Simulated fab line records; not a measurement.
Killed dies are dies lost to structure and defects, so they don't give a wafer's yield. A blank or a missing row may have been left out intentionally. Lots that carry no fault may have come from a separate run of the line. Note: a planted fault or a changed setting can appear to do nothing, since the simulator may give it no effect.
Shared-tool check	flow sky130	Sample size 12 lots and 42 wafers

## WHY IT WAS OPENED
SKY_LDD_HVN_TW_MEAS_10, reading LDD_HVN_TW: flagged on 2 of 12 lots. Fault-free wafers read 1433, with a standard deviation of 19.
Rule: a lot is flagged when every wafer of it that has a number lies more than 4 standard deviations from that mean, or none has a number. The other lots count as sound.

lot	measured	on	LDD_HVN_TW, wafer by wafer	flag
L749	day 21 17:43	film metro-03	1409 1410 1415	
L752	day 22 09:22	film metro-02	1452 1450 1458	
L753	day 22 22:41	film metro-02	1455 1460 1452	
L755	day 23 17:08	film metro-01	1435 1427 1424	
L756	day 23 21:19	film metro-02	1457 1451 1451	
L757	day 24 04:28	film metro-01	1427 1436 1433	
L758	day 24 17:29	film metro-01	1438 1436 1433	
L760	day 25 13:56	film metro-03	1420 1417 1418	
L761	day 26 03:21	film metro-03	1413 1421 1418	
L762	day 26 07:14	film metro-03	1419 1417 1413	
L764	day 26 19:22	film metro-03	1526 1522 1527 1536 1529 1537	FLAGGED
L765	day 27 02:50	film metro-03	1529 1528 1522 1532 1530 1528	FLAGGED
The mean of the flagged lots' numbers is 1529, +96 from the usual (+5 standard deviations).

## LOT BY LOT: THE TOOL USED
The record holds 2 process steps before the reading, out of a route of 708 steps. Read each cell as the tool, then ch plus the chambers that the sampled wafers visited, then the start.
lot	flag	SKY_POLY_GATE_ETCH_17	SKY_LDD_HVN_IMPLANT_08
L749		rie si-01 ch 1,2,3, day 17 13:58	implanter-03 ch 0, day 21 17:29
L752		rie si-02 ch 0,1,3, day 18 03:38	implanter-02 ch 0, day 22 09:07
L753		rie si-01 ch 0,3, day 18 18:43	implanter-04 ch 0, day 22 22:26
L755		rie si-02 ch 0,2, day 19 12:13	implanter-03 ch 0, day 23 16:55
L756		rie si-02 ch 1,2, day 19 17:38	implanter-04 ch 0, day 23 21:04
L757		rie si-02 ch 0,2,3, day 20 01:55	implanter-02 ch 0, day 24 04:13
L758		rie si-02 ch 0,2, day 20 17:26	implanter-04 ch 0, day 24 17:14
L760		rie si-02 ch 1,2, day 21 15:07	implanter-02 ch 0, day 25 13:42
L761		rie si-01 ch 1,2,3, day 22 03:43	implanter-03 ch 0, day 26 03:09
L762		rie si-02 ch 0,1, day 22 09:23	implanter-02 ch 0, day 26 06:59
L764	FLAGGED	rie si-02 ch 0,1,3, day 22 23:07	implanter-03 ch 0, day 26 19:07
L765	FLAGGED	rie si-01 ch 0,1,3, day 23 05:38	implanter-03 ch 0, day 27 02:37
These steps, and what they do:
- SKY_POLY_GATE_ETCH_17: etches poly-Si in HBr/Cl2, stops on SiO2, target depth 180 nm, time 70.5 s.
- SKY_LDD_HVN_IMPLANT_08
- SKY_LDD_HVN_TW_MEAS_10

## FLAGGED OVER TOTAL, TOOL BY TOOL (the gauges that took the reading come last)
step	tool	lots run	flagged	share of the flagged lots	sound lots run after its first flagged lot
SKY_POLY_GATE_ETCH_17	rie si-01	4	1	some	0
SKY_POLY_GATE_ETCH_17	rie si-02	8	1	some	0
SKY_LDD_HVN_IMPLANT_08	implanter-02	4	0	none	-
SKY_LDD_HVN_IMPLANT_08	implanter-03	5	2	all	0
SKY_LDD_HVN_IMPLANT_08	implanter-04	3	0	none	-
SKY_LDD_HVN_TW_MEAS_10	film metro-01	3	0	none	-
SKY_LDD_HVN_TW_MEAS_10	film metro-02	3	0	none	-
SKY_LDD_HVN_TW_MEAS_10	film metro-03	6	2	all	0

## THE TABLE: WHAT IT ALLOWS
implanter-03 at SKY_LDD_HVN_IMPLANT_08 and film metro-03 at SKY_LDD_HVN_TW_MEAS_10 are the 2 rows of the table that ran each flagged lot.
- implanter-03 at SKY_LDD_HVN_IMPLANT_08 ran 5 lots, 2 of them flagged. Its last sound lot is L761 (day 26 03:09), its first flagged lot L764 (day 26 19:07): a fault that began between those two fits. Its own readings lie more than 4 standard deviations out on every wafer of the flagged lots: beam energy keV.
- film metro-03 at SKY_LDD_HVN_TW_MEAS_10 ran 6 lots, 2 of them flagged. Its last sound lot is L762 (day 26 07:14), its first flagged lot L764 (day 26 19:22): a fault that began between those two fits.
These 2 tools cannot be told apart by counting lots, since each of them fits a fault that started at some hour. More lots, or a look at what each step does to the wafer, might.

## WHAT THE SIMULATOR HAD PUT IN
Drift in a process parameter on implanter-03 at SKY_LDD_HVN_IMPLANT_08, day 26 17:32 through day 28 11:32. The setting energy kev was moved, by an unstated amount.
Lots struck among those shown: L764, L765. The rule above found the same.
